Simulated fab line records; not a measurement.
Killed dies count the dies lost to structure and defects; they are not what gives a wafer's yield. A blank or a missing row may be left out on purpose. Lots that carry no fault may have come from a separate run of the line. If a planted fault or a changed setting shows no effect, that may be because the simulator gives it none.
Problem report, 8D (eight disciplines) form, completed by code    flow gf180mcu    the parts of the form that need people (team, actions taken, sign-off) are left out

## 1. WHAT IS WRONG
Wafers free of any fault read 1197 ohm/sq (standard deviation 3.1) for LVPWELL_RS at GF_VT_IMPLANT_RS_MEAS_48, against a mean of 1245 ohm/sq on 6 wafers of 2 lots. Relative to the usual mean, that is a shift of +15 standard deviations.
The step: measures by four-point-probe.
The first sign was on wafer L629.1 at day 11 18:56, on film metro-04. At this step, 36 wafers from 12 lots have a number in the record. By rule, "out" or "out of limits" means more than 4 standard deviations away from the usual mean. The rest of the wafers with a number are treated as sound.

## 2. WHAT IT IS, WHAT IT ISN'T
question                     is                            is not
which readings at this step  LVPWELL_RS                    -
which lots                   L629, L630                    L615, L616, L618, L619, L622, L625, L626, L633, L635, L636
which wafers of those lots   all that have a number        -
read on which gauges         film metro-01, film metro-04  film metro-02
when                         from day 11 18:56             up to then (21 sound wafers); but 9 sound wafers of L633, L635, L636 came after

## 3. SUSPECTS, AND WHAT RULES EACH OUT
Counting: a tool at a process step up to the reading stays a suspect if it ran every lot that is out and no sound lot after the first of them.
- ruled out: the gauge at GF_VT_IMPLANT_RS_MEAS_48. The wafers that are out were read on 2 gauges (film metro-01, film metro-04).
- rie diel-02 at GF_STI_ETCH_13 (etches the open film in CHF3/O2, stops on Si, target depth 282.31 nm, time 112.9 s): ruled out as a lasting fault. Sound lots L635, L636 ran on it after its first lot that is out, L629 (day 5 08:13).
- rie si-01 at GF_STI_ETCH_14 (etches Si in HBr/Cl2/O2, target depth 360 nm, time 102.9 s): ruled out as a lasting fault. Sound lots L635, L636 ran on it after its first lot that is out, L629 (day 5 08:18).
- implanter-02 at GF_LVPWELL_IMPLANT_08: kept. Every lot that is out went through it, starting with L629 (day 7 09:14), and after that it ran no sound lot; the last sound lot it ran before then is L618 (day 4 19:14). Its own beam energy keV readings are out on those wafers.
Left after counting: implanter-02 at GF_LVPWELL_IMPLANT_08.

## 4. THE CAUSE (what the simulator had put in)
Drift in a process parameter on implanter-02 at GF_LVPWELL_IMPLANT_08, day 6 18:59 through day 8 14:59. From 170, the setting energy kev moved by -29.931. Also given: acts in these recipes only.
Counting left only this tool.

## 5. SEQUENCE OF EFFECTS, ordered by route
Each row: a reading whose mean over the struck wafers that have a number lies more than 3 standard deviations from the usual. Only readings whose record carries a usual standard deviation are examined. hours: median over the lots of the time between each lot's start at the first step of this table that gives one and its start at this step. sigmas: the change, counted in usual standard deviations.
hours  step                      reading          usual        on struck wafers  change  sigmas
0      GF_LVPWELL_IMPLANT_08     beam energy keV  170.00       140.09            -29.91  -99 or more
106    GF_VT_IMPLANT_RS_MEAS_48  LVPWELL_RS       1197 ohm/sq  1245              +48     +15
Its process steps:
- GF_LVPWELL_IMPLANT_08
At these later measuring or inspecting steps, every struck wafer for which the step has a row has a number for every such reading, and none has moved that far: GF_VT_IMPLANT_RS_MEAS_49.

## 6. WHAT WOULD HAVE CAUGHT IT SOONER
In this record the first reading out of limits at a measuring or inspecting step was taken at day 11 18:56, 120 hours after the fault began at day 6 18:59.
Tool's own readings at GF_LVPWELL_IMPLANT_08, beam energy keV: out on all struck wafers the step has rows for; an alarm limit on them would have tripped on the first.
Each of the lots that are out, 2 in all, had begun GF_LVPWELL_IMPLANT_08 on implanter-02 no later than day 11 18:56. None of them would have been spared by holding the tool at that moment.
